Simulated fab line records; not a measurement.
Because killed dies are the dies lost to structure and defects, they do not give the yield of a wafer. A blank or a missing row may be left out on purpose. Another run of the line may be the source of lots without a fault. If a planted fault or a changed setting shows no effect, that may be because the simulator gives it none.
fab line records	flow sky130
record: lots: 13	wafers: 39	lastDay: 50
route steps=708 shown NWELL@78 VIA2@528 CAPM@539 METAL4@634 PAD_OPEN@708
lots untouched by any fault: they come from a run of this same line in which no faults occurred
startH: start of the lot's first displayed wafer, in hours after the record's first day	waitH: time in hours since the lot's previous step	" as in the row above	L1.1+2: a row that stands for several wafers	- no value present, or no start provided	* or withheld: withheld	< > ~ a bound
route shown NAME@n: a module of which the file shows steps, and the number in the route of the first	usual: the fault-free wafers' mean and standard deviation	same: alike in all rows	chamber/n: place in a boat	sites: per-site readings	_std_site: how widely they spread, as a standard deviation	_edge_site: outer sites' mean less inner sites'	radiusMm: for every site, how far away it sits from the centre of the wafer	mask NAME#n: copy n	behind: tool/chamber where the wafer was last shaped	hold: what put the lot on hold/how long, in hours/how the hold closed	device: names the non-switching transistor (n, p or np)	end of line: the route-end tests of the same wafers	a step with no rows: only its recipe	killed: count of dies lost to structure and defects at first sort (not the wafer's yield)	map: the dies of a wafer, with x for killed, . for not killed, _ for no die there
set.NAME: the run value of the setting; set.NAME@STEP: its run value at that earlier step	model.NAME: the simulator's own value behind a step, which no gauge read
a sample of lots followed through the steps of the route, with each step as a table and each wafer as a row
services: the hour from which a tool's chamber was out of use, counted from the record's first day as startH (under 0 if before that day), plus the number of hours and why
== steps ==
step: SKY_NWELL_STRIP_25
recipe: chemistry: O2/N2	powerW: 1400	pressureMtorr: 1500	platenTempC: withheld	o2FlowSccm: 3000	n2FlowSccm: 300	overashFraction: 0.5
usual: drypumpMotorCurrentA: 5.7/0.4	oesProductAu: 0.722/0.0047	stripTimeToEndpointS: 36.86/0.092
lot.wafer	tool	chamber	startH	waitH	drypumpMotorCurrentA	oesProductAu	rfHoursCounterH	stripTimeToEndpointS
L901.1	plasmaAsher-02	1	110.21	0.1	5.5	0.730	44	37.05
L901.2	"	0	"	"	6.1	0.734	44	36.85
L901.6	"	1	"	"	5.6	0.712	-	36.92
L903.1	plasmaAsher-02	1	114.71	0.1	5.5	0.730	44	36.81
L903.3	"	0	"	"	6.1	0.726	-	36.85
L903.5	"	1	"	"	5.5	0.721	-	36.83
L904.2	plasmaAsher-02	1	119.81	0.1	5.5	0.717	45	36.76
L904.4	"	1	"	"	5.5	0.721	-	36.83
L904.5	"	1	"	"	5.5	0.724	-	36.83
L905.1	plasmaAsher-03	1	125.20	0.1	5.0	0.724	1	36.88
L905.3	"	1	"	"	5.0	0.724	-	36.97
L905.5	"	1	"	"	5.0	0.715	-	36.89
L912.1	plasmaAsher-03	0	172.10	0.1	4.9	0.718	5	36.83
L912.3	"	1	"	"	5.0	0.728	-	36.84
L912.6	"	0	"	"	4.8	0.721	-	36.82
L914.1	plasmaAsher-02	0	180.80	0.1	6.1	0.722	51	36.84
L914.5	"	1	"	"	5.5	0.730	-	36.91
L914.6	"	0	"	"	6.1	0.715	-	36.89
L915.2	plasmaAsher-03	0	190.71	0.1	4.8	0.717	7	36.81
L915.4	"	0	"	"	4.8	0.722	-	36.81
L915.5	"	1	"	"	5.0	0.722	-	36.84
L916.2	plasmaAsher-01	1	196.11	0.1	5.7	0.718	37	36.74
L916.3	"	0	"	"	6.0	0.729	-	36.90
L916.5	"	0	"	"	6.0	0.724	-	36.77
L917.4	plasmaAsher-01	1	204.13	0.1	5.7	0.722	-	36.99
L917.5	"	1	"	"	5.7	0.713	-	37.02
L917.6	"	0	"	"	6.0	0.725	-	36.83
L918.2	plasmaAsher-01	1	205.49	0.1	5.8	0.717	38	36.74
L918.3	"	1	"	"	5.8	0.726	-	36.76
L918.6	"	1	"	"	5.8	0.728	-	37.00
L919.1	plasmaAsher-01	1	214.81	0.1	5.7	0.725	39	36.90
L919.2	"	0	"	"	6.0	0.721	39	36.92
L919.6	"	1	"	"	5.7	0.723	-	36.92
L923.2	plasmaAsher-01	1	232.06	0.1	5.8	0.721	41	36.69
L923.4	"	1	"	"	5.7	0.717	-	36.94
L923.6	"	0	"	"	6.0	0.719	-	36.92
L924.3	plasmaAsher-02	0	259.72	0.1	6.1	0.716	-	36.71
L924.4	"	1	"	"	5.5	0.722	-	36.78
L924.5	"	0	"	"	6.1	0.717	-	36.64
step: SKY_VIA2_CVD_21
recipe: material: W	targetThkNm: 420	timeS: 126.4	tempC: 398.3	pressureTorr: 40
usual: heaterPowerW: 843/110
lot.wafer	tool	chamber	startH	waitH	heaterPowerW	sinceWetCleanH
L901.1	cvdW-02	0	851.34	0.0	683	447
L901.2	"	1	"	"	909	447
L901.6	"	1	"	"	894	-
L903.1	cvdW-02	1	858.30	0.0	887	454
L903.3	"	0	"	"	698	-
L903.5	"	1	"	"	898	-
L905.1	cvdW-02	0	860.47	0.0	693	456
L905.3	"	0	"	"	688	-
L905.5	"	0	"	"	685	-
L904.2	cvdW-02	0	872.12	0.0	690	468
L904.4	"	0	"	"	684	-
L904.5	"	0	"	"	672	-
L912.1	cvdW-01	0	921.94	0.0	831	4
L912.3	"	1	"	"	953	-
L912.6	"	0	"	"	822	-
L914.1	cvdW-02	0	937.38	0.0	698	533
L914.5	"	1	"	"	900	-
L914.6	"	0	"	"	686	-
L915.2	cvdW-01	0	947.33	0.0	820	29
L915.4	"	0	"	"	825	-
L915.5	"	0	"	"	820	-
L916.2	cvdW-01	0	952.00	0.0	836	34
L916.3	"	1	"	"	992	-
L916.5	"	1	"	"	959	-
L917.4	cvdW-02	0	961.63	0.1	692	-
L917.5	"	0	"	"	718	-
L917.6	"	1	"	"	876	-
L918.2	cvdW-02	0	972.29	0.0	697	568
L918.3	"	1	"	"	875	-
L918.6	"	1	"	"	871	-
L919.1	cvdW-01	1	972.88	0.0	962	55
L919.2	"	0	"	"	816	55
L919.6	"	1	"	"	981	-
L923.2	cvdW-01	0	999.88	0.0	807	82
L923.4	"	0	"	"	831	-
L923.6	"	0	"	"	859	-
L924.3	cvdW-01	1	1015.76	0.1	1001	-
L924.4	"	0	"	"	820	-
L924.5	"	1	"	"	965	-
step: SKY_CAPM_SPUTTER_02
recipe: material: TiN	targetThkNm: 200	tempC: 300	powerW: 6500	timeS: 166.7	chamberPressurePa: 0.4
usual: throttleValvePct: 30.0/1.1
lot.wafer	tool	chamber	startH	waitH	throttleValvePct
L901.1	pvdSputter-03	-	852.19	0.1	31.7
L901.2	"	-	"	"	29.0
L901.6	"	-	"	"	29.4
L903.1	pvdSputter-02	-	859.33	0.1	29.9
L903.3	"	-	"	"	28.7
L903.5	"	-	"	"	30.1
L905.1	pvdSputter-04	-	861.32	0.1	29.4
L905.3	"	-	"	"	30.4
L905.5	"	-	"	"	29.2
L904.2	pvdSputter-02	-	872.97	0.0	28.6
L904.4	"	-	"	"	30.1
L904.5	"	-	"	"	29.5
L912.1	pvdSputter-03	-	922.79	0.1	31.4
L912.3	"	-	"	"	29.3
L912.6	"	-	"	"	29.4
L914.1	pvdSputter-02	-	938.24	0.1	29.4
L914.5	"	-	"	"	29.5
L914.6	"	-	"	"	30.2
L915.2	pvdSputter-04	-	948.36	0.0	30.5
L915.4	"	-	"	"	29.2
L915.5	"	-	"	"	29.1
L916.2	pvdSputter-02	-	952.85	0.0	32.2
L916.3	"	-	"	"	28.4
L916.5	"	-	"	"	30.3
L917.4	pvdSputter-04	-	962.44	0.0	29.2
L917.5	"	-	"	"	30.6
L917.6	"	-	"	"	29.0
L918.2	pvdSputter-03	-	973.14	0.0	29.0
L918.3	"	-	"	"	30.8
L918.6	"	-	"	"	29.3
L919.1	pvdSputter-02	-	973.72	0.1	29.9
L919.2	"	-	"	"	28.5
L919.6	"	-	"	"	29.5
L923.2	pvdSputter-03	-	1000.72	0.0	29.3
L923.4	"	-	"	"	30.9
L923.6	"	-	"	"	30.8
L924.3	pvdSputter-02	-	1016.56	0.0	28.6
L924.4	"	-	"	"	30.1
L924.5	"	-	"	"	29.4
step: SKY_METAL4_METAL_ETCH_18
recipe: targetDepthA: 8450	stopOn: SiO2	overEtchFrac: 0.3	timeS: 183.1	chemistry: Cl2/BCl3	resistSidewallDeg: 88	pressureMtorr: 10	icpW: 900	biasW: 48.5	Cl2_flow_sccm: 60	bcl3FlowSccm: 30
usual: drypumpMotorCurrentA: 6.0/0.39	oesProductAu: 0.866/0.0069	throttleValvePct: 22.264/0.0097
lot.wafer	tool	chamber	startH	waitH	drypumpMotorCurrentA	oesProductAu	rfHoursCounterH	throttleValvePct
L901.1	rieMetal-04	0	981.72	0.0	5.9	0.859	15	22.265
L901.2	"	1	"	"	6.7	0.866	2	22.264
L901.6	"	1	"	"	6.7	0.866	-	22.255
L903.1	rieMetal-03	1	986.93	0.0	5.7	0.873	8	22.253
L903.3	"	1	"	"	5.8	0.859	-	22.254
L903.5	"	1	"	"	5.7	0.869	-	22.252
L905.1	rieMetal-03	1	988.78	0.0	5.7	0.852	8	22.259
L905.3	"	0	"	"	5.7	0.862	-	22.269
L905.5	"	0	"	"	5.7	0.865	-	22.260
L904.2	rieMetal-02	0	999.43	0.0	5.7	0.858	9	22.279
L904.4	"	1	"	"	6.0	0.865	-	22.278
L904.5	"	1	"	"	6.0	0.866	-	22.255
L912.1	rieMetal-04	1	1044.13	0.0	6.7	0.871	6	22.252
L912.3	"	0	"	"	5.9	0.848	-	22.260
L912.6	"	0	"	"	5.9	0.859	-	22.269
L914.1	rieMetal-04	0	1059.87	0.0	5.9	0.871	20	22.264
L914.5	"	0	"	"	5.9	0.872	-	22.276
L914.6	"	1	"	"	6.7	0.864	-	22.265
L915.2	rieMetal-04	1	1068.76	0.0	6.7	0.873	8	22.259
L915.4	"	0	"	"	5.9	0.868	-	22.262
L915.5	"	1	"	"	6.7	0.858	-	22.262
L916.2	rieMetal-04	1	1071.83	0.0	6.7	0.874	8	22.241
L916.3	"	0	"	"	5.9	0.856	-	22.266
L916.5	"	1	"	"	6.7	0.869	-	22.256
L918.2	rieMetal-02	0	1091.06	0.0	5.7	0.860	14	22.259
L918.3	"	1	"	"	6.0	0.852	-	22.255
L918.6	"	1	"	"	6.0	0.861	-	22.263
L917.4	rieMetal-02	1	1091.54	0.1	6.0	0.863	-	22.258
L917.5	"	0	"	"	5.6	0.876	-	22.270
L917.6	"	1	"	"	6.0	0.893	-	22.269
L919.1	rieMetal-04	1	1091.83	0.0	6.7	0.866	10	22.267
L919.2	"	0	"	"	5.9	0.869	23	22.253
L919.6	"	1	"	"	6.8	0.876	-	22.267
L923.2	rieMetal-04	0	1113.87	0.0	5.9	0.865	24	22.254
L923.4	"	0	"	"	5.9	0.865	-	22.262
L923.6	"	0	"	"	5.9	0.870	-	22.263
L924.3	rieMetal-02	0	1126.73	0.1	5.7	0.863	-	22.259
L924.4	"	1	"	"	6.0	0.851	-	22.270
L924.5	"	1	"	"	6.0	0.860	-	22.252
step: SKY_PAD_OPEN_PROBE_99
usual: killed_at_M0_to_M3: 43/7.1	killed_at_M4_up: 3.0/1.9	killedAtContacts: 24/5	killedAtFrontEnd: 15/4.3	killedAtOther: 0.3/0.5	killedDies: 85/9.6	killedOpen: 46/7.1	killedShort: 39/6.8
same: grossDies: 492	killedAtBackSide: 0
lot.wafer	tool	chamber	startH	waitH	killed_at_M0_to_M3	killed_at_M4_up	killedAtContacts	killedAtFrontEnd	killedAtOther	killedDies	killedOpen	killedShort
L912.1	prober-01	-	1131.06	0.1	35	1	25	50	0	111	48	26
L912.3	prober-01	-	1131.16	0.2	39	3	23	47	0	112	43	40
L912.6	prober-01	-	1131.31	0.2	38	4	23	52	0	117	47	31
L914.1	prober-01	-	1144.98	0.1	37	2	26	19	0	84	43	41
L914.5	prober-01	-	1145.18	0.2	49	3	25	13	0	90	48	42
L914.6	prober-01	-	1145.23	0.2	61	2	33	13	2	111	59	52
L915.2	prober-01	-	1152.98	0.1	37	3	23	56	0	119	52	27
L915.4	prober-01	-	1153.08	0.2	38	5	21	62	0	126	49	38
L915.5	prober-01	-	1153.13	0.2	36	5	24	37	0	102	37	36
killed by level:class
L912.1 NWELL:unspecified=37 LI_CONTACT:geometricParticle:open=11 CONTACT:geometricParticle:open=10 VIA1:geometricParticle:open=7 VIA3:geometricParticle:open=7 METAL1:geometricParticle:short=6 METAL2:geometricParticle:short=5 POLY_GATE:geometricParticle:open=4
L912.3 NWELL:unspecified=29 VIA3:geometricParticle:open=11 LI_CONTACT:geometricParticle:open=7 LOCAL_INTERCONNECT:geometricParticle:short=6 CONTACT:geometricParticle:open=6 VIA1:geometricParticle:open=6 METAL1:geometricParticle:short=5 POLY_GATE:geometricParticle:short=5
L912.6 NWELL:unspecified=39 VIA3:geometricParticle:open=11 CONTACT:geometricParticle:open=9 VIA2:geometricParticle:open=8 LOCAL_INTERCONNECT:geometricParticle:short=5 VIA1:geometricParticle:open=5 CONTACT:geometricParticle:short=4 FIELD_ISO:geometricParticle:open=3
L914.1 CONTACT:geometricParticle:open=8 VIA3:geometricParticle:open=8 CONTACT:geometricParticle:short=7 METAL2:geometricParticle:short=6 LI_CONTACT:geometricParticle:open=6 METAL1:geometricParticle:short=6 FIELD_ISO:geometricParticle:short=5 VIA2:geometricParticle:open=5
L914.5 METAL1:geometricParticle:short=11 LI_CONTACT:geometricParticle:open=9 CONTACT:geometricParticle:open=9 VIA1:geometricParticle:open=7 VIA3:geometricParticle:open=6 METAL2:geometricParticle:short=6 VIA3:geometricParticle:short=5 VIA2:geometricParticle:open=4
L914.6 VIA1:geometricParticle:open=20 CONTACT:geometricParticle:short=10 METAL1:geometricParticle:short=10 LI_CONTACT:geometricParticle:open=8 CONTACT:geometricParticle:open=8 VIA2:geometricParticle:open=6 METAL2:geometricParticle:short=6 VIA3:geometricParticle:open=6
L915.2 NWELL:unspecified=40 CONTACT:geometricParticle:open=10 VIA1:geometricParticle:open=10 LI_CONTACT:geometricParticle:open=7 VIA3:geometricParticle:open=7 FIELD_ISO:geometricParticle:short=5 METAL1:geometricParticle:short=5 VIA1:geometricParticle:short=4
L915.4 NWELL:unspecified=39 CONTACT:geometricParticle:open=11 FIELD_ISO:geometricParticle:open=10 METAL2:geometricParticle:short=9 VIA3:geometricParticle:open=7 POLY_GATE:geometricParticle:open=4 LI_CONTACT:geometricParticle:short=4 VIA1:geometricParticle:short=4
L915.5 NWELL:unspecified=29 CONTACT:geometricParticle:open=9 VIA2:geometricParticle:open=8 VIA3:geometricParticle:open=8 CONTACT:geometricParticle:short=6 METAL2:geometricParticle:short=6 LOCAL_INTERCONNECT:geometricParticle:short=4 VIA1:geometricParticle:open=4
== services ==
tool	chamber	startH	hours	kind
pvdSputter-02	-	123.37	1.2	repair
pvdSputter-02	-	141.27	4.2	repair
pvdSputter-02	-	177.07	3.9	repair
cvdW-02	1	181.03	1.7	repair
cvdW-02	-	191.44	0.2	repair
cvdW-02	0	192.23	4.5	repair
cvdW-01	0	205.37	3.4	repair
cvdW-01	-	239.10	2.6	repair
cvdW-02	1	254.58	13.1	repair
cvdW-02	0	315.59	9.4	repair
cvdW-02	-	390.00	14.0	pm
cvdW-02	-	477.53	0.6	repair
rieMetal-04	-	482.74	44.0	repair
cvdW-02	-	500.48	0.4	repair
cvdW-02	0	643.38	14.3	repair
rieMetal-04	0	697.30	9.1	repair
rieMetal-04	-	806.19	2.8	pm
rieMetal-04	1	847.07	3.9	repair
rieMetal-04	-	903.89	1.4	pm
cvdW-02	-	942.81	6.9	pm
cvdW-02	-	983.13	0.5	repair
cvdW-02	1	1027.36	10.2	repair
cvdW-02	0	1097.62	9.0	repair
cvdW-02	-	1115.38	2.8	pm
== key ==
firstSign: step: SKY_PAD_OPEN_PROBE_99	reading: killedAtFrontEnd	direction: up	sigmas: 8.3	usual: 15	struck: 51
effect: step: SKY_PAD_OPEN_PROBE_99	reading: killedDies	direction: up	sigmas: 3	usual: 85	struck: 114
metAt SKY_NWELL_STRIP_25
struckLots L912,L915
testerLeftOut L912,L915
notActingAt SKY_VIA2_CVD_21,SKY_CAPM_SPUTTER_02,SKY_METAL4_METAL_ETCH_18
onsetBetween 125.20 172.10
fault: kind: chamberParticleSource	tool: plasmaAsher-03	chamber: -	onsetH: 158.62	steps: SKY_NWELL_STRIP_25	ratePerVisitCm2: 1.0661	endH: 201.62
testerLeftOut: of these lots the tester's yield and bins aren't shown, on N5 and GAA mostly nor the transistor test; their killed dies are dies lost to structure and defects alone, not to doping, threshold or leakage, so they don't give the yield
